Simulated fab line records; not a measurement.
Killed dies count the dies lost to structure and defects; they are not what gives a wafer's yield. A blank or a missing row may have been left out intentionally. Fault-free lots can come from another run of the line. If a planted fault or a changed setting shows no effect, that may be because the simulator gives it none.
The tool behind it: which one?    flow gf180mcu    12 lots with 36 wafers sampled at 5 steps, on a route of 602 steps

WHAT THE GAUGES READ, wafer by wafer
GF_HV_LDD_TW_MEAS_23. Usual: HV_LDD_2_TW 1056, standard deviation 9.6.
lot   measured      on            HV_LDD_2_TW     flag
L645  day 10 20:35  filmMetro-04  1039 1037 1040  
L647  day 11 06:44  filmMetro-03  1070 1065 1068  
L648  day 11 13:15  filmMetro-01  1064 1064 1064  
L650  day 12 08:35  filmMetro-04  1045 1046 1046  
L651  day 12 16:14  filmMetro-04  1048 1042 1043  
L652  day 13 03:11  filmMetro-01  1065 1066 1067  
L653  day 13 09:24  filmMetro-03  1062 1060 1062  
L654  day 13 15:08  filmMetro-01  1061 1064 1075  
L656  day 14 09:11  filmMetro-03  1061 1063 1063  
L657  day 14 17:02  filmMetro-04  1048 1051 1046  
L658  day 15 00:17  filmMetro-03  1070 1066 1069  
L664  day 16 20:09  filmMetro-04  1042 1048 1046  

GF_HV_LDD_CD_MEAS_46 targets a cd of 400 nm. Usual: cdNm 400.6 nm, standard deviation 2.5.
lot   measured      on        cdNm (nm)          flag
L645  day 12 09:58  cdSem-02  398.1 397.5 396.2  
L647  day 12 21:47  cdSem-02  402.4 398.8 401.5  
L648  day 13 03:50  cdSem-01  401.6 402.4 401.5  
L650  day 14 00:55  cdSem-02  398.9 401.2 399.6  
L651  day 14 08:47  cdSem-01  405.4 406.0 404.9  
L652  day 14 20:29  cdSem-01  399.0 397.5 398.3  
L653  day 15 04:00  cdSem-02  401.6 401.0 403.3  
L654  day 15 09:09  cdSem-01  398.8 398.9 397.4  
L656  day 16 04:22  cdSem-01  399.3 396.4 399.4  
L657  day 16 13:06  cdSem-02  400.6 398.5 398.4  
L658  day 16 20:34  cdSem-01  404.1 403.2 403.3  
L664  day 18 19:48  cdSem-01  - - -              OFF

GF_HV_LDD_TW_MEAS_50. Usual: HV_LDD_4_TW 569, standard deviation 5.6.
lot   measured      on            HV_LDD_4_TW  flag
L645  day 12 10:22  filmMetro-03  572 568 571  
L647  day 12 22:11  filmMetro-01  575 573 570  
L648  day 13 04:14  filmMetro-03  574 575 579  
L650  day 14 01:19  filmMetro-03  568 570 571  
L651  day 14 09:10  filmMetro-01  574 575 575  
L652  day 14 20:53  filmMetro-04  564 562 567  
L653  day 15 04:23  filmMetro-03  576 571 578  
L654  day 15 09:32  filmMetro-04  562 563 557  
L656  day 16 04:47  filmMetro-04  562 563 562  
L657  day 16 13:29  filmMetro-01  571 573 573  
L658  day 16 20:58  filmMetro-03  568 572 570  
L664  day 18 20:11  filmMetro-03  30 30 30     OFF

WHAT TOOL EACH LOT RAN ON (gives the tool, then ch and the chambers of the sampled wafers, and finally the start)
lot   GF_STI_ETCH_13                    GF_HV_LDD_EXPOSE_43
L645  rieDiel-04 ch 0,1,2, day 2 04:00  ilineStepper-01 ch 0, day 12 00:25
L647  rieDiel-01 ch 0,1,2, day 2 11:57  ilineStepper-02 ch 0, day 12 12:16
L648  rieDiel-02 ch 0,1,2, day 2 17:15  ilineStepper-01 ch 0, day 12 17:59
L650  rieDiel-04 ch 0,2,3, day 3 03:15  ilineStepper-02 ch 0, day 13 14:49
L651  rieDiel-04 ch 0,2,3, day 3 07:57  ilineStepper-01 ch 0, day 13 23:07
L652  rieDiel-01 ch 0,2,3, day 3 13:06  ilineStepper-01 ch 0, day 14 10:26
L653  rieDiel-04 ch 0,1, day 3 19:18    ilineStepper-01 ch 0, day 14 17:21
L654  rieDiel-04 ch 0,2,3, day 4 00:24  ilineStepper-02 ch 0, day 14 22:55
L656  rieDiel-04 ch 0,1, day 4 10:06    ilineStepper-02 ch 0, day 15 18:05
L657  rieDiel-02 ch 1,2,3, day 4 16:24  ilineStepper-01 ch 0, day 16 02:11
L658  rieDiel-02 ch 1,2,3, day 4 21:08  ilineStepper-02 ch 0, day 16 09:14
L664  rieDiel-04 ch 1,2,3, day 6 03:44  ilineStepper-02 ch 0, day 18 07:47
- GF_STI_ETCH_13: etches the open film in CHF3/O2, stops on Si, target depth 282.31 nm, time 112.9 s.
- GF_HV_LDD_EXPOSE_43: exposes mask Pplus HV AREA, target cd 400 nm.

AS READ BY THE TOOLS THEMSELVES (means over the sampled wafers that have a number; for cases with no such wafer, the mark the record gives instead)
GF_STI_ETCH_13. Usual: drypumpMotorCurrentA 5.7 A, standard deviation 0.43; oesProductAu 0.834 a.u., standard deviation 0.0059; throttleValvePct 8.812 %, standard deviation 0.0097.
lot   tool        drypumpMotorCurrentA (A)  oesProductAu (a.u.)  throttleValvePct (%)  flag
L645  rieDiel-04  5.8                       0.844                8.810                 
L647  rieDiel-01  5.5                       0.833                8.804                 
L648  rieDiel-02  5.9                       0.841                8.814                 
L650  rieDiel-04  5.9                       0.832                8.819                 
L651  rieDiel-04  5.9                       0.831                8.803                 
L652  rieDiel-01  5.8                       0.831                8.811                 
L653  rieDiel-04  5.4                       0.829                8.810                 
L654  rieDiel-04  5.9                       0.832                8.811                 
L656  rieDiel-04  5.4                       0.831                8.807                 
L657  rieDiel-02  5.7                       0.832                8.814                 
L658  rieDiel-02  5.7                       0.835                8.813                 
L664  rieDiel-04  5.9                       0.835                8.820                 

GF_HV_LDD_EXPOSE_43. Usual: exposureDoseMJCm2 139.97, standard deviation 0.14.
lot   tool             exposureDoseMJCm2  flag
L645  ilineStepper-01  139.84             
L647  ilineStepper-02  140.07             
L648  ilineStepper-01  139.90             
L650  ilineStepper-02  139.96             
L651  ilineStepper-01  139.93             
L652  ilineStepper-01  139.78             
L653  ilineStepper-01  139.99             
L654  ilineStepper-02  139.96             
L656  ilineStepper-02  140.19             
L657  ilineStepper-01  139.88             
L658  ilineStepper-02  139.93             
L664  ilineStepper-02  139.84             

THE ANSWER, worked out from the rows above alone
Rule: a lot counts as off when the mean over its wafers that have a number is more than 3 standard deviations away from the usual mean. A lot without any number at a reading at which 4 lots or more have one is off too. Where the step has rows for the other lots, those lots are counted as sound. First the gauges in route order, then the tools' own readings, where a lot's mean is used as printed above. At the first step where some lot is off, the reading lying furthest off is the one used; lots without a number count as furthest.
Off: L664, at GF_HV_LDD_CD_MEAS_46 (cdNm). Without a number there: L664.
A tool fits if, at a process step before that reading, it ran every lot that is off, and no sound lot after the first of them. Not tried: the gauges at GF_HV_LDD_CD_MEAS_46; whatever is off there is also off at GF_HV_LDD_TW_MEAS_50, on other tools, and gauge error can't account for it. Can't be told from this: 2 tools fit, rieDiel-04 at GF_STI_ETCH_13, ilineStepper-02 at GF_HV_LDD_EXPOSE_43.

WHAT WAS PUT IN BY THE SIMULATOR
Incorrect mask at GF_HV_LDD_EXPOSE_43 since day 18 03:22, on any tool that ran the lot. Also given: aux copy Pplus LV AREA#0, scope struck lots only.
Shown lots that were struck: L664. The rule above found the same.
